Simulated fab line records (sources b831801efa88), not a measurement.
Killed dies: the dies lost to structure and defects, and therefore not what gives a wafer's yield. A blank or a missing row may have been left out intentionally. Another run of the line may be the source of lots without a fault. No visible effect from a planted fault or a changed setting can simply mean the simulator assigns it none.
Matching of chambers	flow sky130	SKY_CONTACT_CMP_04 on cmp-01: 4 sister chambers
The step polishes SiO2. 8 wafers are shown with their chamber, then 7 later ones without.

== WAFERS, EACH WITH ITS CHAMBER ==
wafer	chamber	motor-current-A (A)	time-to-endpoint-s (s)
L158.2	1	12.5	84
L162.1	2	11.7	80
L162.3	0	12.1	85
L167.1	3	11.8	87
L167.2	0	11.6	82
L167.5	2	12.0	86
L176.1	1	12.0	81
L176.3	3	12.5	80

== WAFERS WITH NO CHAMBER GIVEN ==
wafer	motor-current-A (A)	time-to-endpoint-s (s)
L176.4	12.1	75
L177.1	12.3	85
L177.3	11.2	84
L177.6	12.5	86
L179.3	11.6	86
L179.4	12.3	91
L179.6	12.8	87

== EACH ONE'S CHAMBER ==
wafer	from the rows above	in truth
L176.4	can't be placed: 1 or 2 or 3 or 0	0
L177.1	can't be placed: 3 or 1 or 0 or 2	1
L177.3	can't be placed: 0 or 2 or 3 or 1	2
L177.6	can't be placed: 3 or 1 or 0 or 2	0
L179.3	can't be placed: 0 or 2 or 3 or 1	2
L179.4	can't be placed: 3 or 1 or 0 or 2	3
L179.6	can't be placed: 1 or 3 or 0 or 2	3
0 of 7 placed correctly. Can't be placed from these rows: 7 (the true chamber is among the candidates in 7). 0 placed wrongly.
How it was worked out, from the rows above alone: a wafer's distance from a chamber is the root of the sum, over the readings, of the square of ((its reading less the chamber's mean) divided by the reading's scatter). If the next closest chamber is less than 2 further off than the closest, the wafer can't be placed; otherwise it belongs to the closest. A chamber's mean is the mean of its shown wafers. How the scatter is found: for the shown wafers, subtract from each reading the mean of its chamber, square and add these, divide the total by (wafers less chambers), then take the root.
